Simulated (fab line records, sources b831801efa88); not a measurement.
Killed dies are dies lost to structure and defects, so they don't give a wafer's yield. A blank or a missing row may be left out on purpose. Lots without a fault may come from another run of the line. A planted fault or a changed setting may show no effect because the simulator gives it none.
Which tool did it? | flow sky130 | 10 lots, 30 wafers sampled, at 4 steps of a route of 708

WHAT THE GAUGES READ, wafer by wafer
SKY_LOCAL_INTERCONNECT_RS_MEAS_01: measures by four-point-probe. Usual: LOCAL_INTERCONNECT_TIN_RS 14.13 ohm/sq, standard deviation 0.16.
lot  | measured     | on            | LOCAL_INTERCONNECT_TIN_RS (ohm/sq) | flag
L988 | day 29 05:32 | film_metro-04 | 14.12 14.14 14.30                  |
L990 | day 29 18:55 | film_metro-03 | 14.31 14.40 14.44                  |
L992 | day 30 20:09 | film_metro-02 | 13.96 13.65 13.95                  |
L994 | day 31 01:06 | film_metro-04 | 14.00 14.02 14.03                  |
L995 | day 31 06:27 | film_metro-04 | 14.16 14.21 14.14                  |
L102 | day 33 23:18 | film_metro-02 | 13.85 14.09 15.07                  |
L104 | day 35 00:40 | film_metro-04 | 15.27 13.94 14.11                  |
L105 | day 35 23:22 | film_metro-04 | 14.04 14.18 14.11                  |
L107 | day 36 00:28 | film_metro-02 | 14.28 14.12 14.26                  |
L109 | day 36 07:35 | film_metro-03 | 14.36 14.18 14.35                  |

SKY_LOCAL_INTERCONNECT_THK_MEAS_02: measures by xrf. Usual: LOCAL_INTERCONNECT_TIN_THK 100.2 nm, standard deviation 1.2.
lot  | measured     | on            | LOCAL_INTERCONNECT_TIN_THK (nm) | flag
L988 | day 29 05:40 | film_metro-04 | 100.5 99.7 99.3                 |
L990 | day 29 19:01 | film_metro-03 | 99.7 99.3 98.9                  |
L992 | day 30 20:15 | film_metro-02 | 101.2 103.0 100.6               |
L994 | day 31 01:13 | film_metro-04 | 102.0 101.6 101.9               |
L995 | day 31 06:32 | film_metro-04 | 100.7 99.9 101.0                |
L102 | day 33 23:25 | film_metro-02 | 102.1 100.0 93.8                |
L104 | day 35 00:47 | film_metro-04 | 93.0 101.5 100.9                |
L105 | day 35 23:29 | film_metro-04 | 100.4 99.9 100.2                |
L107 | day 36 00:35 | film_metro-02 | 98.9 99.2 98.5                  |
L109 | day 36 07:41 | film_metro-03 | 99.0 100.1 98.7                 |

WHICH TOOL RAN EACH LOT (tool, then ch and the chambers of the sampled wafers, then the start)
lot  | SKY_LI_CONTACT_ETCH_15             | SKY_LOCAL_INTERCONNECT_SPUTTER_00
L988 | rie_diel-01 ch 0,1,3, day 29 04:20 | pvd_sputter-03, day 29 05:28
L990 | rie_diel-01 ch 0,1,3, day 29 17:43 | pvd_sputter-01, day 29 18:50
L992 | rie_diel-01 ch 0,2,3, day 30 15:46 | pvd_sputter-03, day 30 20:02
L994 | rie_diel-03 ch 0,3, day 30 23:55   | pvd_sputter-01, day 31 01:02
L995 | rie_diel-02 ch 2,3, day 31 05:11   | pvd_sputter-01, day 31 06:19
L102 | rie_diel-01 ch 0,2,3, day 33 22:07 | pvd_sputter-03, day 33 23:14
L104 | rie_diel-02 ch 0,2, day 34 23:28   | pvd_sputter-03, day 35 00:35
L105 | rie_diel-03 ch 0,1,3, day 35 22:07 | pvd_sputter-01, day 35 23:19
L107 | rie_diel-01 ch 0,3, day 35 23:16   | pvd_sputter-01, day 36 00:25
L109 | rie_diel-03 ch 0,1,2, day 36 06:22 | pvd_sputter-01, day 36 07:30
- SKY_LI_CONTACT_ETCH_15: etches PSG in C4F8/O2/Ar, stops on Si, target depth 600 nm.
- SKY_LOCAL_INTERCONNECT_SPUTTER_00: material TiN, target thk 100 nm, time 83.3 s.

WHAT THE TOOLS THEMSELVES READ (means of the sampled wafers that have a number; where no wafer has one, the mark that the record gives instead)
SKY_LI_CONTACT_ETCH_15. Usual: oes_product_au 0.836 a.u., standard deviation 0.0043.
lot  | tool        | oes_product_au (a.u.) | flag
L988 | rie_diel-01 | 0.837                 |
L990 | rie_diel-01 | 0.839                 |
L992 | rie_diel-01 | 0.835                 |
L994 | rie_diel-03 | 0.839                 |
L995 | rie_diel-02 | 0.836                 |
L102 | rie_diel-01 | 0.836                 |
L104 | rie_diel-02 | 0.837                 |
L105 | rie_diel-03 | 0.839                 |
L107 | rie_diel-01 | 0.832                 |
L109 | rie_diel-03 | 0.836                 |

SKY_LOCAL_INTERCONNECT_SPUTTER_00. Usual: throttle_valve_pct 30.1 %, standard deviation 1.6.
lot  | tool           | throttle_valve_pct (%) | flag
L988 | pvd_sputter-03 | 30.6                   |
L990 | pvd_sputter-01 | 29.6                   |
L992 | pvd_sputter-03 | 29.7                   |
L994 | pvd_sputter-01 | 29.3                   |
L995 | pvd_sputter-01 | 29.7                   |
L102 | pvd_sputter-03 | 31.0                   |
L104 | pvd_sputter-03 | 30.1                   |
L105 | pvd_sputter-01 | 28.9                   |
L107 | pvd_sputter-01 | 28.4                   |
L109 | pvd_sputter-01 | 30.2                   |

THE ANSWER, worked out from the rows above alone
Rule: a lot is off if the mean of its wafers that have a number lies more than 3 standard deviations from the usual mean. A lot without any number at a reading at which 4 lots or more have one is off too. The other lots that the step has rows for count as sound. The gauges are gone through in route order, then the tools' own readings, and for those a lot's mean is taken as printed above. The first step at which some lot is off is used, and at that step the reading that is off furthest; a lot without a number counts as furthest.
No lot is off at any reading shown: from this, nothing can be told.

WHAT THE SIMULATOR HAD PUT IN
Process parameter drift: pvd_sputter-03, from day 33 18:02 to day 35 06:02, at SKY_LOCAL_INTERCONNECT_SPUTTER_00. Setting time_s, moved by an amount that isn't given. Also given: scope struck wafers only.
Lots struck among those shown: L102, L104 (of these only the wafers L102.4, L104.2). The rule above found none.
